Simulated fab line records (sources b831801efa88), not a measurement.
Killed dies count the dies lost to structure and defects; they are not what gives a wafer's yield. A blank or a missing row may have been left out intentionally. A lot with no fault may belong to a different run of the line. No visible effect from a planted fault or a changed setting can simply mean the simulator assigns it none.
Which tool is to blame? | flow gf180mcu | Sampling: 13 lots, 39 wafers, 7 of 602 route steps

WHAT THE GAUGES READ, wafer by wafer
GF_STI_THK_MEAS_02.
lot  | measured    | on           | STI_OXIDATION_THK (nm)
L457 | day 1 21:31 | filmMetro-01 | 10.22 10.34 10.47
L458 | day 2 04:40 | filmMetro-01 | 10.28 10.31 10.20
L459 | day 2 07:31 | filmMetro-01 | 10.51 10.43 10.23
L460 | day 2 12:31 | filmMetro-01 | 10.15 10.19 10.13
L462 | day 2 22:31 | filmMetro-02 | 10.00 10.39 10.34
L464 | day 3 08:32 | filmMetro-04 | 9.88 9.81 9.98
L465 | day 3 13:31 | filmMetro-02 | 9.98 9.88 9.95
L467 | day 3 23:55 | filmMetro-02 | 10.05 10.09 10.12
L469 | day 4 09:39 | filmMetro-02 | 10.42 10.57 10.40
L471 | day 4 19:32 | filmMetro-01 | 10.29 10.25 10.35
L472 | day 5 00:31 | filmMetro-02 | 10.50 10.39 10.27
L473 | day 5 05:31 | filmMetro-01 | 10.49 10.47 10.35
L476 | day 5 20:31 | filmMetro-01 | 10.28 10.38 10.17

GF_STI_THK_MEAS_30.
lot  | measured    | on           | STI_OXIDATION_02_THK (nm)
L457 | day 2 16:41 | filmMetro-01 | 9.54 9.81 9.98
L458 | day 2 23:32 | filmMetro-04 | 9.83 9.86 9.92
L459 | day 3 03:12 | filmMetro-04 | 9.80 9.81 9.75
L460 | day 3 07:35 | filmMetro-04 | 9.72 9.59 9.72
L462 | day 3 18:16 | filmMetro-04 | 10.13 9.85 10.12
L464 | day 4 07:10 | filmMetro-01 | 9.90 10.00 10.08
L465 | day 4 10:46 | filmMetro-02 | 10.30 10.34 10.40
L467 | day 4 20:14 | filmMetro-04 | 9.92 9.96 10.01
L469 | day 5 06:01 | filmMetro-02 | 9.60 9.83 9.65
L471 | day 5 15:37 | filmMetro-02 | 10.44 10.24 10.16
L472 | day 5 21:59 | filmMetro-02 | 10.07 9.97 9.85
L473 | day 6 02:23 | filmMetro-02 | 10.03 10.25 10.05
L476 | day 6 19:10 | filmMetro-04 | 10.25 10.11 10.18

GF_MVSD_OVL_MEAS_07.
lot  | measured    | on         | MVSD_OVL (nm)
L457 | day 4 21:12 | overlay-02 | 2.6 1.7 1.9
L458 | day 5 05:01 | overlay-02 | -1.0 -0.7 0.9
L459 | day 5 08:46 | overlay-02 | -0.5 0.7 0.3
L460 | day 5 15:12 | overlay-02 | 1.4 2.5 0.7
L462 | day 6 02:25 | overlay-01 | -0.8 -0.4 -1.1
L464 | day 6 16:47 | overlay-01 | -2.6 -2.8 -1.7
L465 | day 6 22:35 | overlay-01 | -0.4 -0.3 0.5
L467 | day 7 08:31 | overlay-02 | - - -
L469 | day 7 19:24 | overlay-01 | -0.4 1.4 0.3
L471 | day 8 05:31 | overlay-02 | -1.4 -0.3 0.1
L472 | day 8 12:46 | overlay-01 | -0.2 1.6 -0.5
L473 | day 8 17:48 | overlay-01 | 0.7 0.1 0.9
L476 | day 9 12:55 | overlay-02 | -0.2 -0.6 0.3

GF_MVSD_TW_MEAS_11.
lot  | measured    | on           | MVSD_TW
L457 | day 4 21:38 | filmMetro-01 | 1591 1598 1600
L458 | day 5 05:26 | filmMetro-02 | 1584 1586 1583
L459 | day 5 09:12 | filmMetro-03 | 1574 1574 1568
L460 | day 5 15:38 | filmMetro-03 | 1574 1565 1576
L462 | day 6 02:50 | filmMetro-03 | 1567 1563 1563
L464 | day 6 17:13 | filmMetro-02 | 1579 1585 1583
L465 | day 6 23:02 | filmMetro-02 | 1575 1585 1579
L467 | day 7 08:58 | filmMetro-02 | 30 30 30
L469 | day 7 19:50 | filmMetro-02 | 1595 1585 1584
L471 | day 8 05:58 | filmMetro-02 | 1590 1572 1579
L472 | day 8 13:15 | filmMetro-02 | 1584 1572 1577
L473 | day 8 18:14 | filmMetro-03 | 1569 1563 1570
L476 | day 9 13:22 | filmMetro-01 | 1584 1573 1587

GF_MVPSD_OVL_MEAS_07.
lot  | measured     | on         | MVPSD_OVL (nm)
L457 | day 5 10:53  | overlay-02 | 1.3 -0.9 0.4
L458 | day 5 19:17  | overlay-02 | 2.1 2.6 2.0
L459 | day 5 23:35  | overlay-02 | 0.3 -0.5 0.0
L460 | day 6 06:32  | overlay-02 | 0.1 0.9 0.6
L462 | day 6 17:32  | overlay-01 | 0.6 1.4 0.5
L464 | day 7 08:52  | overlay-02 | -1.8 -2.1 -1.2
L465 | day 7 14:02  | overlay-02 | 0.4 -1.6 -0.5
L467 | day 8 00:10  | overlay-02 | 0.5 -0.2 -2.1
L469 | day 8 11:57  | overlay-02 | -0.1 0.3 -0.1
L471 | day 8 22:35  | overlay-01 | -0.1 -1.0 0.0
L472 | day 9 06:43  | overlay-01 | -0.4 0.5 -0.9
L473 | day 9 10:49  | overlay-01 | -0.1 0.1 1.7
L476 | day 10 07:23 | overlay-01 | 0.3 0.4 1.7

GF_MVPSD_TW_MEAS_11.
lot  | measured     | on           | MVPSD_TW
L457 | day 5 11:20  | filmMetro-03 | 550 551 550
L458 | day 5 19:44  | filmMetro-02 | 554 554 553
L459 | day 6 00:01  | filmMetro-02 | 556 553 553
L460 | day 6 06:58  | filmMetro-03 | 550 553 549
L462 | day 6 17:59  | filmMetro-03 | 552 552 548
L464 | day 7 09:19  | filmMetro-02 | 556 555 554
L465 | day 7 14:28  | filmMetro-03 | 551 549 549
L467 | day 8 00:37  | filmMetro-03 | 1590 1592 1592
L469 | day 8 12:23  | filmMetro-01 | 559 558 559
L471 | day 8 23:02  | filmMetro-02 | 551 554 554
L472 | day 9 07:10  | filmMetro-02 | 556 558 557
L473 | day 9 11:15  | filmMetro-03 | 548 548 547
L476 | day 10 07:50 | filmMetro-02 | 554 557 554

WHICH TOOL RAN EACH LOT (tool, then ch and the chambers of the sampled wafers, then the start)
lot  | GF_MVSD_EXPOSE_04
L457 | ilineStepper-02 ch 0, day 4 14:34
L458 | ilineStepper-01 ch 0, day 4 21:59
L459 | ilineStepper-02 ch 0, day 5 02:00
L460 | ilineStepper-02 ch 0, day 5 07:59
L462 | ilineStepper-02 ch 0, day 5 19:25
L464 | ilineStepper-01 ch 0, day 6 09:37
L465 | ilineStepper-02 ch 0, day 6 14:46
L467 | ilineStepper-02 ch 0, day 7 01:08
L469 | ilineStepper-02 ch 0, day 7 11:25
L471 | ilineStepper-01 ch 0, day 7 21:42
L472 | ilineStepper-02 ch 0, day 8 04:32
L473 | ilineStepper-01 ch 0, day 8 10:02
L476 | ilineStepper-02 ch 0, day 9 04:47
- GF_MVSD_EXPOSE_04: exposes mask MVSD, target cd 1000 nm.

WHAT THE TOOLS THEMSELVES READ (means of the sampled wafers that have a number; where no wafer has one, the mark that the record gives instead)
The record holds no such reading with a usual standard deviation.

THE ANSWER, worked out from the rows above alone
Rule: the lots themselves supply what counts as usual. Put in order of their means at a reading, lots are off if they are a third of the lots or fewer, leave a main group of 4 or more, and stand apart from it by a gap of 3 or more times the standard deviation of the main group's means; of several such gaps the widest counts. The tables above print the reading to a certain number of digits; a main group whose means all agree to those digits is not used. A lot without any number at a reading at which 4 lots or more have one is off too. Where the step has rows for the other lots, those lots are counted as sound. Order of review: gauges by route order, followed by the tools' own readings, for which a lot's mean as printed above is used. At the first step where some lot is off, the reading lying furthest off is the one used; lots without a number count as furthest.
Off: L467, at GF_MVSD_OVL_MEAS_07 (MVSD_OVL). Without a number there: L467. For the main group the mean is 0.1 nm and the standard deviation 1.1.
A tool fits if, at a process step before that reading, it ran every lot that is off, and no sound lot after the first of them. Not tried: the gauges at GF_MVSD_OVL_MEAS_07; whatever is off there is also off at GF_MVSD_TW_MEAS_11, on other tools, and gauge error can't account for it. No candidate that was tried fits.

WHAT THE SIMULATOR PUT IN
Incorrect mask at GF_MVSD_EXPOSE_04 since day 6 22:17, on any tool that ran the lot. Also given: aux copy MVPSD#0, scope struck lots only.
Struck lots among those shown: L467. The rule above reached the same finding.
